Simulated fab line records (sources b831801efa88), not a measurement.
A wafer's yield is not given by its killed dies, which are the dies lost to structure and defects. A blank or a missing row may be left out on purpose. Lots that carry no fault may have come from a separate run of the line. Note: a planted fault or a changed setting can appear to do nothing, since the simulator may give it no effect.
fab line records | flow sky130
record lots=4 | wafers=12 | last-day=51
route steps=708 shown VIA3@593 METAL4@598 CAP2M@603 PAD_OPEN@708
lots that met no fault: from a run of the same line without faults
start-h: start of the lot's first displayed wafer, in hours after the record's first day | wait-h: hours elapsed since this lot's preceding step | " same as the row above | L1.1+2: a single row standing in for several wafers | - either no value or no given start | * or withheld: withheld | < > ~ a bound
route shown NAME@n: names a module that has steps shown in the file, with the first one's number in the route | usual: mean/standard deviation taken from wafers without a fault | same: alike in all rows | chamber/n: place in a boat | sites: each site's reading | _std_site: the standard deviation of these | _edge_site: inner sites' mean taken away from outer sites' mean | radius-mm: how far each site lies from the wafer's centre | mask NAME#n: copy n | behind: the last tool/chamber to shape the wafer | hold: the reason the lot was held/the length of the hold in hours/how it ended | device: which transistor (n, p or np) failed to switch | end of line: the tests these same wafers got at the end of their route | where a step has no rows: the recipe by itself | killed: the dies lost at the first sort to structure and to defects; this is not the yield of the wafer | map: dies across one wafer; x = killed, . = not, _ = none there
set.NAME: the run value of the setting; set.NAME@STEP: its run value at that earlier step | model.NAME: the simulator's own value behind a step, which no gauge read
lots at selected steps of the route; one table per step, one row per wafer
services: a tool's chamber out of use, with start hour (start-h, from the record's first day; less than 0 if before it), hours out, and reason
## steps
# step SKY_VIA3_SPUTTER_20
# recipe material=TiN | target-thk-nm=20 | chamber-pressure-pa=5 | power-w=4000 | time-s=80
# step SKY_VIA3_CVD_21
# recipe material=W | target-thk-nm=390 | time-s=117.31 | temp-c=400 | pressure-torr=40
# step SKY_VIA3_CMP_24
# recipe stop-on=SiO2 | t-overpolish-s=20 | down-force-psi=3.5 | platen-rpm=60 | target-thk-nm=0 | pad-velocity-m-s=0.94248
# step SKY_METAL4_SPUTTER_00
# recipe material=Ti | target-thk-nm=15 | power-w=3000 | time-s=10 | chamber-pressure-pa=0.4
# step SKY_METAL4_SPUTTER_01
# recipe material=TiN | target-thk-nm=20 | power-w=6500 | time-s=16.7 | chamber-pressure-pa=0.4
# step SKY_METAL4_SPUTTER_02
# recipe material=AlCu | target-thk-nm=735 | power-w=10600 | time-s=39.1 | chamber-pressure-pa=0.4
# step SKY_METAL4_SPUTTER_03
# recipe material=Ti | target-thk-nm=5 | power-w=3000 | time-s=3.3 | chamber-pressure-pa=0.4
# step SKY_METAL4_SPUTTER_04
# recipe material=TiN | target-thk-nm=70 | power-w=6500 | time-s=58.3 | chamber-pressure-pa=0.4
# step SKY_CAP2M_CVD_00
# recipe material=SiO2 | target-thk-nm=15.5 | temp-c=400 | time-s=withheld | rf-w=450
# step SKY_CAP2M_SPUTTER_02
# recipe material=TiN | target-thk-nm=200 | temp-c=300 | power-w=6500 | time-s=166.7 | chamber-pressure-pa=0.4
# usual cathode-dc-power-W=6500.0/1.2 | substrate-temp-c=299.98/0.19 | throttle-valve-pct=30.1/1.2
lot.wafer | tool           | chamber | start-h | wait-h | cathode-dc-power-W | substrate-temp-c | throttle-valve-pct | model.TiN_of_CAP2M_SPUTTER_02.thk-nm
L101.2    | pvd-sputter-04 | -       | 966.94  | 0.0    | 6501.2             | 300.16           | 30.0               | 206.6
L101.3    | "              | -       | "       | "      | 6500.4             | 299.87           | 27.9               | 205.2
L101.5    | "              | -       | "       | "      | 6500.2             | 299.76           | 28.3               | 202.4
L117.1    | pvd-sputter-04 | -       | 1069.57 | 0.1    | 5637.9             | 300.07           | 30.0               | 177.2
L117.2    | "              | -       | "       | "      | 5640.9             | 300.14           | 27.9               | 176.6
L117.4    | "              | -       | "       | "      | 5640.4             | 299.40           | 30.7               | 172.4
L118.1    | pvd-sputter-04 | -       | 1074.48 | 0.1    | 5639.5             | 300.13           | 28.4               | 175.3
L118.2    | "              | -       | "       | "      | 5637.3             | 299.75           | 29.9               | 177.4
L118.6    | "              | -       | "       | "      | 5638.9             | 300.16           | 27.8               | 178
L123.1    | pvd-sputter-02 | -       | 1095.65 | 0.1    | 6499.2             | 299.95           | 29.8               | 198.3
L123.2    | "              | -       | "       | "      | 6500.2             | 299.97           | 29.0               | 203
L123.5    | "              | -       | "       | "      | 6500.6             | 299.92           | 29.2               | 203.5
# step SKY_CAP2M_RS_MEAS_03
# recipe thk-meas-gauge=four-point-probe | reads=TiN_of_CAP2M_SPUTTER_02
# usual CAP2M_TIN_RS=6.89/0.1
lot.wafer | tool          | chamber | start-h | wait-h | CAP2M_TIN_RS[ohm/sq]
L101.2    | film-metro-03 | -       | 967.07  | 0.1    | 6.68
L101.3    | "             | -       | "       | "      | 6.74
L101.5    | "             | -       | "       | "      | 6.83
L117.1    | film-metro-02 | -       | 1069.68 | 0.1    | 7.81
L117.2    | "             | -       | "       | "      | 7.84
L117.4    | "             | -       | "       | "      | 8.05
L118.1    | film-metro-02 | -       | 1074.59 | 0.1    | 7.90
L118.2    | "             | -       | "       | "      | 7.80
L118.6    | "             | -       | "       | "      | 7.77
L123.1    | film-metro-02 | -       | 1095.76 | 0.1    | 6.96
L123.2    | "             | -       | "       | "      | 6.79
L123.5    | "             | -       | "       | "      | 6.78
# step SKY_CAP2M_THK_MEAS_04
# recipe thk-meas-gauge=xrf | reads=TiN_of_CAP2M_SPUTTER_02
# usual CAP2M_TIN_THK=196/3.3
lot.wafer | tool          | chamber | start-h | wait-h | CAP2M_TIN_THK[nm]
L101.2    | film-metro-03 | -       | 967.18  | 0.1    | 203
L101.3    | "             | -       | "       | "      | 203
L101.5    | "             | -       | "       | "      | 200
L117.1    | film-metro-02 | -       | 1069.80 | 0.1    | 173
L117.2    | "             | -       | "       | "      | 173
L117.4    | "             | -       | "       | "      | 168
L118.1    | film-metro-02 | -       | 1074.71 | 0.1    | 171
L118.2    | "             | -       | "       | "      | 173
L118.6    | "             | -       | "       | "      | 174
L123.1    | film-metro-02 | -       | 1095.88 | 0.1    | 193
L123.2    | "             | -       | "       | "      | 198
L123.5    | "             | -       | "       | "      | 198
# step SKY_CAP2M_DEHYDRATE_05
# recipe temp-c=200 | time-s=60
# step SKY_CAP2M_HMDS_06
# recipe prime-time-s=60 | prime-temp-c=120
# step SKY_CAP2M_COAT_07
# recipe resist=NOVOLAK | spin-rpm=3000 | resist-thk-nm=1140
# step SKY_CAP2M_SOFTBAKE_08
# recipe temp-c=90 | time-s=60 | resist=NOVOLAK
# step SKY_CAP2M_EXPOSE_09
# recipe mask-id=CAP2M | na=0.6 | source-shape=conventional | sigma-outer=0.6 | polarization=unpolarized | target-cd-nm=1000 | dose-mj=159
# step SKY_CAP2M_PEB_10
# recipe temp-c=withheld | time-s=* | resist=NOVOLAK
# step SKY_CAP2M_DEVELOP_11
# recipe resist=NOVOLAK | developer=TMAH | develop-time-s=60 | dev-temp-c=23
# step SKY_CAP2M_METAL_ETCH_13
# recipe target-depth-nm=220 | stop-on=SiO2 | chemistry=Cl2/BCl3 | target=TiN | pressure-mtorr=10 | icp-w=900 | bias-w=48.5 | Cl2_flow_sccm=60 | bcl3-flow-sccm=30 | time-s=62.9
# usual drypump-motor-current-A=5.9/0.39 | oes-product-au=0.943/0.0092 | throttle-valve-pct=21.900/0.0099
lot.wafer | tool         | chamber | start-h | wait-h | drypump-motor-current-A | oes-product-au | rf-hours-counter-h | throttle-valve-pct
L101.2    | rie-metal-04 | 0       | 992.46  | 0.0    | 6.3                     | 0.953          | 20                 | 21.890
L101.3    | "            | 0       | "       | "      | 6.3                     | 0.962          | -                  | 21.870
L101.5    | "            | 0       | "       | "      | 6.3                     | 0.943          | -                  | 21.899
L117.1    | rie-metal-04 | 1       | 1091.56 | 0.0    | 5.2                     | 0.875          | 19                 | 21.940
L117.2    | "            | 0       | "       | "      | 6.3                     | 0.874          | 4                  | 21.949
L117.4    | "            | 1       | "       | "      | 5.2                     | 0.867          | -                  | 21.953
L118.1    | rie-metal-02 | 1       | 1095.93 | 0.0    | 5.9                     | 0.874          | 12                 | 21.949
L118.2    | "            | 0       | "       | "      | 6.3                     | 0.884          | 20                 | 21.930
L118.6    | "            | 1       | "       | "      | 5.9                     | 0.877          | -                  | 21.941
L123.1    | rie-metal-02 | 0       | 1116.58 | 0.0    | 6.3                     | 0.939          | 21                 | 21.895
L123.2    | "            | 1       | "       | "      | 5.9                     | 0.952          | 13                 | 21.895
L123.5    | "            | 0       | "       | "      | 6.3                     | 0.956          | -                  | 21.885
# step SKY_CAP2M_STRIP_14
# recipe chemistry=O2/N2 | power-w=1400 | pressure-mtorr=1500 | platen-temp-c=withheld | o2-flow-sccm=3000 | n2-flow-sccm=300 | overash-fraction=0.5
# step SKY_CAP2M_STRIP_15
# recipe chemistry=post-etch-residue-remover | time-s=1200 | temp-c=72.5
# step SKY_CAP2M_CLEAN_16
# recipe chemistry=IPA | time-s=180 | temp-c=25
# step SKY_CAP2M_CLEAN_17
# recipe chemistry=O3/DIW | dry=n2-spin
# step SKY_METAL4_DEHYDRATE_05
# recipe temp-c=200 | time-s=60
# step SKY_METAL4_HMDS_06
# recipe prime-time-s=60 | prime-temp-c=120
# step SKY_METAL4_COAT_07
# recipe resist=BARC | temp-c=withheld | time-s=withheld | spin-rpm=3000 | resist-thk-nm=60
# step SKY_METAL4_COAT_08
# recipe resist=KrF-thick | spin-rpm=3000 | resist-thk-nm=1140
# step SKY_METAL4_SOFTBAKE_09
# recipe temp-c=100 | time-s=90 | resist=KrF-thick
# step SKY_METAL4_EXPOSE_10
# recipe mask-id=MM4 | na=0.68 | source-shape=annular | sigma-inner=0.4 | sigma-outer=0.8 | target-cd-nm=300 | dose-mj=28
# step SKY_METAL4_PEB_11
# recipe peb-temp-c=withheld | peb-time-s=withheld | resist=KrF-thick
# step SKY_METAL4_DEVELOP_12
# recipe develop-time-s=60 | resist=KrF-thick | dev-temp-c=21
# step SKY_METAL4_DESCUM_15
# recipe chemistry=O2 | source-power-w=150 | bias-power-w=0 | pressure-mtorr=10 | temp-c=40 | time-s=8
# step SKY_METAL4_ETCH_16
# recipe chemistry=N2/H2 | target=BARC | ion-energy-ev=200 | bias-w=100 | pressure-mtorr=30 | n2-flow-sccm=100 | h2-flow-sccm=200 | icp-w=500 | stop-on=SiO2 | time-s=88.2 | target-depth-a=600
# step SKY_METAL4_ETCH_17
# recipe target=SiO2 | stop-on=TiN | chemistry=C4F8/O2/Ar | source-w=1500 | bias-w=1200 | pressure-mtorr=40 | c4f8-flow-sccm=withheld | O2_flow_sccm=6 | Ar_flow_sccm=300 | time-s=3.9 | target-depth-a=150
# step SKY_METAL4_METAL_ETCH_18
# recipe target-depth-a=8450 | stop-on=SiO2 | over-etch-frac=0.3 | time-s=183.1 | chemistry=Cl2/BCl3 | resist-sidewall-deg=88 | pressure-mtorr=10 | icp-w=900 | bias-w=48.5 | Cl2_flow_sccm=60 | bcl3-flow-sccm=30
# step SKY_METAL4_STRIP_20
# recipe chemistry=post-etch-residue-remover | time-s=1200 | temp-c=72.5
lot.wafer | tool         | chamber | start-h | wait-h | model.TiN_of_CAP2M_SPUTTER_02.thk-nm
L101.2    | wet-bench-04 | 0       | 1017.56 | 0.1    | 205.7
L101.3    | "            | 0       | "       | "      | 204.3
L101.5    | "            | 0       | "       | "      | 201.5
L117.1    | wet-bench-01 | 2       | 1114.15 | 0.1    | 176.4
L117.2    | "            | 2       | "       | "      | 175.7
L117.4    | "            | 2       | "       | "      | 171.5
L118.1    | wet-bench-04 | 0       | 1118.43 | 0.1    | 174.5
L118.2    | "            | 0       | "       | "      | 176.6
L118.6    | "            | 0       | "       | "      | 177.2
L123.1    | wet-bench-01 | 3       | 1138.43 | 0.1    | 197.5
L123.2    | "            | 3       | "       | "      | 202.2
L123.5    | "            | 3       | "       | "      | 202.7
# step SKY_PAD_OPEN_PROBE_99
# usual defect-limited-yield=82.7/1.9 | killed_at_M0_to_M3=44/7.2 | killed_at_M4_up=2.9/1.8 | killed-at-contacts=24/5.2 | killed-at-front-end=15/4 | killed-at-other=0.2/0.49 | killed-dies=85/9.1 | killed-open=47/6.8 | killed-short=38/5.7 | sort_bin_3_pad_short=0.9/0.44 | sort_bin_5_function=10.3/1.4 | sort_bin_6_memory=6.2/1.1 | sort-n-pass=407/9.1 | sort-yield-pct=82.7/1.9
# same gross-dies=492 | killed-at-back-side=0 | sort_bin_4_leakage[%]=0 | sort_bin_8_speed[%]=0
lot.wafer | tool      | chamber | start-h | wait-h | defect-limited-yield[%] | killed_at_M0_to_M3 | killed_at_M4_up | killed-at-contacts | killed-at-front-end | killed-at-other | killed-dies | killed-open | killed-short | sort_bin_3_pad_short[%] | sort_bin_5_function[%] | sort_bin_6_memory[%] | sort-n-pass | sort-yield-pct[%] | model.etest.cap-mim2.plate-ohm-sq | model.etest.cap-mim2.bv-v | model.etest.cap-mim2.leak-log10-a-cm2
L101.2    | prober-01 | -       | 1111.07 | 0.1    | 81.7                    | 38                 | 4               | 27                 | 20                  | 1               | 90          | 42          | 48           | 0.6                     | 9.8                    | 7.9                  | 402         | 81.7              | 5.76                              | 13.58                     | -8.953
L101.3    | prober-01 | -       | 1111.12 | 0.2    | 83.5                    | 48                 | 4               | 14                 | 15                  | 0               | 81          | 41          | 40           | 0.4                     | 12.4                   | 3.7                  | 411         | 83.5              | 5.833                             | 13.75                     | -9.061
L101.5    | prober-01 | -       | 1111.22 | 0.2    | 83.7                    | 41                 | 5               | 23                 | 11                  | 0               | 80          | 50          | 30           | 0.4                     | 8.5                    | 7.3                  | 412         | 83.7              | 5.977                             | 14.34                     | -8.847
L117.1    | prober-01 | -       | 1195.17 | 0.1    | 82.1                    | 43                 | 7               | 29                 | 8                   | 1               | 88          | 42          | 46           | 1.4                     | 10.4                   | 6.1                  | 404         | 82.1              | 6.811                             | 13.38                     | -9
L117.2    | prober-01 | -       | 1195.22 | 0.1    | 85.4                    | 34                 | 2               | 15                 | 21                  | 0               | 72          | 45          | 27           | 0.6                     | 8.5                    | 5.5                  | 420         | 85.4              | 6.83                              | 13.41                     | -8.798
L117.4    | prober-01 | -       | 1195.32 | 0.2    | 85.6                    | 42                 | 3               | 13                 | 13                  | 0               | 71          | 40          | 31           | 0.4                     | 9.3                    | 4.7                  | 421         | 85.6              | 6.965                             | 13.57                     | -8.931
L118.1    | prober-02 | -       | 1198.71 | 0.1    | 81.1                    | 40                 | 2               | 26                 | 25                  | 0               | 93          | 50          | 43           | 1.6                     | 10.0                   | 7.3                  | 399         | 81.1              | 6.882                             | 13.65                     | -8.711
L118.2    | prober-02 | -       | 1198.76 | 0.1    | 78.9                    | 50                 | 5               | 31                 | 18                  | 0               | 104         | 59          | 45           | 0.6                     | 12.8                   | 7.7                  | 388         | 78.9              | 6.809                             | 13.14                     | -8.823
L118.6    | prober-02 | -       | 1198.96 | 0.2    | 82.7                    | 36                 | 1               | 29                 | 19                  | 0               | 85          | 54          | 31           | 0.8                     | 10.2                   | 6.3                  | 407         | 82.7              | 6.766                             | 13.29                     | -8.77
L123.1    | prober-01 | -       | 1213.78 | 0.1    | 82.5                    | 47                 | 6               | 22                 | 10                  | 1               | 86          | 46          | 40           | 0.6                     | 10.0                   | 6.9                  | 406         | 82.5              | 6.008                             | 13.5                      | -8.88
L123.2    | prober-01 | -       | 1213.83 | 0.1    | 80.3                    | 50                 | 4               | 30                 | 13                  | 0               | 97          | 48          | 49           | 1.0                     | 11.2                   | 7.5                  | 395         | 80.3              | 5.971                             | 14.48                     | -9.179
L123.5    | prober-01 | -       | 1213.98 | 0.2    | 80.7                    | 52                 | 7               | 24                 | 12                  | 0               | 95          | 59          | 36           | 1.4                     | 12.4                   | 5.5                  | 397         | 80.7              | 5.915                             | 13.94                     | -9.013
# killed by level:class
L101.2 VIA1:geometric-particle:open=10 CONTACT:geometric-particle:open=8 FIELD_ISO:geometric-particle:short=7 LI_CONTACT:geometric-particle:open=6 VIA1:geometric-particle:short=6 VIA3:geometric-particle:open=6 LOCAL_INTERCONNECT:geometric-particle:short=5 CONTACT:geometric-particle:short=5
L101.3 VIA2:geometric-particle:open=8 VIA1:geometric-particle:open=7 VIA1:geometric-particle:short=7 FIELD_ISO:geometric-particle:short=5 VIA3:geometric-particle:open=5 FIELD_ISO:geometric-particle:open=4 CONTACT:geometric-particle:open=4 CONTACT:geometric-particle:short=4
L101.5 VIA1:geometric-particle:open=11 CONTACT:geometric-particle:open=10 VIA3:geometric-particle:open=8 VIA2:geometric-particle:open=6 CONTACT:geometric-particle:short=5 VIA1:geometric-particle:short=5 METAL2:geometric-particle:short=5 LI_CONTACT:geometric-particle:open=4
L117.1 CONTACT:geometric-particle:open=10 VIA1:geometric-particle:open=8 VIA3:geometric-particle:open=8 CONTACT:geometric-particle:short=7 LOCAL_INTERCONNECT:geometric-particle:short=6 METAL2:geometric-particle:short=5 METAL1:geometric-particle:short=5 VIA2:geometric-particle:open=5
L117.2 CONTACT:geometric-particle:open=10 VIA3:geometric-particle:open=8 POLY_GATE:geometric-particle:open=7 FIELD_ISO:geometric-particle:short=6 VIA1:geometric-particle:open=6 VIA2:geometric-particle:open=5 FIELD_ISO:geometric-particle:open=4 LOCAL_INTERCONNECT:geometric-particle:short=4
L117.4 VIA3:geometric-particle:open=11 VIA1:geometric-particle:open=9 FIELD_ISO:geometric-particle:short=7 VIA2:geometric-particle:open=7 METAL2:geometric-particle:short=7 CONTACT:geometric-particle:open=6 METAL1:geometric-particle:short=4 METAL4:geometric-particle:short=3
L118.1 CONTACT:geometric-particle:open=12 VIA1:geometric-particle:open=9 VIA3:geometric-particle:open=9 FIELD_ISO:geometric-particle:open=6 FIELD_ISO:geometric-particle:short=5 POLY_GATE:geometric-particle:short=5 CONTACT:geometric-particle:short=5 POLY_CUT:geometric-particle:short=5
L118.2 VIA1:geometric-particle:open=13 LI_CONTACT:geometric-particle:open=10 CONTACT:geometric-particle:open=9 CONTACT:geometric-particle:short=7 METAL1:geometric-particle:short=7 VIA2:geometric-particle:open=6 METAL2:geometric-particle:open=5 VIA3:geometric-particle:short=5
L118.6 CONTACT:geometric-particle:open=13 VIA1:geometric-particle:open=13 VIA3:geometric-particle:open=7 LI_CONTACT:geometric-particle:open=6 CONTACT:geometric-particle:short=5 POLY_GATE:geometric-particle:open=4 VIA2:geometric-particle:open=4 FIELD_ISO:geometric-particle:short=3
L123.1 CONTACT:geometric-particle:open=9 VIA1:geometric-particle:open=9 VIA3:geometric-particle:open=9 METAL2:geometric-particle:short=7 CONTACT:geometric-particle:short=6 VIA1:geometric-particle:short=4 POLY_GATE:geometric-particle:short=4 METAL1:geometric-particle:short=4
L123.2 CONTACT:geometric-particle:open=14 VIA2:geometric-particle:open=8 METAL2:geometric-particle:short=8 CONTACT:geometric-particle:short=7 METAL1:geometric-particle:short=6 VIA1:geometric-particle:open=6 FIELD_ISO:geometric-particle:open=5 VIA1:geometric-particle:short=5
L123.5 CONTACT:geometric-particle:open=12 VIA1:geometric-particle:open=9 VIA3:geometric-particle:open=8 METAL1:geometric-particle:short=7 VIA2:geometric-particle:open=6 METAL2:geometric-particle:short=6 LI_CONTACT:geometric-particle:open=5 METAL4:geometric-particle:short=4
## services
tool           | chamber | start-h | hours | kind
pvd-sputter-04 | -       | 950.92  | 4.6   | repair
wet-bench-01   | -       | 986.01  | 8.0   | repair
rie-metal-04   | 0       | 1013.26 | -     | clean
rie-metal-04   | 0       | 1013.26 | 18.1  | scheduled-down
rie-metal-04   | 0       | 1013.26 | 18.1  | vent-cycle
pvd-sputter-04 | -       | 1026.40 | 2.1   | repair
rie-metal-04   | -       | 1051.16 | 2.8   | pm
rie-metal-02   | -       | 1118.06 | 28.1  | pm
rie-metal-04   | -       | 1129.94 | 0.7   | repair
pvd-sputter-04 | -       | 1130.77 | 2.8   | repair
## key
first-sign step=SKY_CAP2M_SPUTTER_02 | reading=cathode-dc-power-W | direction=down | sigmas=99+ | usual=6500.0 | struck=5639.2
effect step=SKY_CAP2M_RS_MEAS_03 | reading=CAP2M_TIN_RS | direction=up | sigmas=9.3 | usual=6.89 | struck=7.86
effect step=SKY_CAP2M_THK_MEAS_04 | reading=CAP2M_TIN_THK | direction=down | sigmas=7.2 | usual=196 | struck=172
effect step=SKY_CAP2M_METAL_ETCH_13 | reading=oes-product-au | direction=down | sigmas=7.3 | usual=0.943 | struck=0.875
model-effect step=SKY_CAP2M_SPUTTER_02 | value=TiN_of_CAP2M_SPUTTER_02.thk-nm | without=202.6 | struck=176.1
model-effect step=SKY_METAL4_STRIP_20 | value=TiN_of_CAP2M_SPUTTER_02.thk-nm | without=201.8 | struck=175.3
model-effect step=SKY_PAD_OPEN_PROBE_99 | value=etest.cap-mim2.plate-ohm-sq | without=5.949 | struck=6.844
met-at SKY_CAP2M_SPUTTER_02
struck-wafers L117.1,L117.2,L117.4,L118.1,L118.2,L118.6
onset-between 966.94 1069.57
fault kind=process-parameter-drift | tool=pvd-sputter-04 | chamber=- | onset-h=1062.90 | steps=SKY_CAP2M_SPUTTER_02 | channel=power-w | offset=* | shape=step | end-h=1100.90 | acts-in=* | stated=*
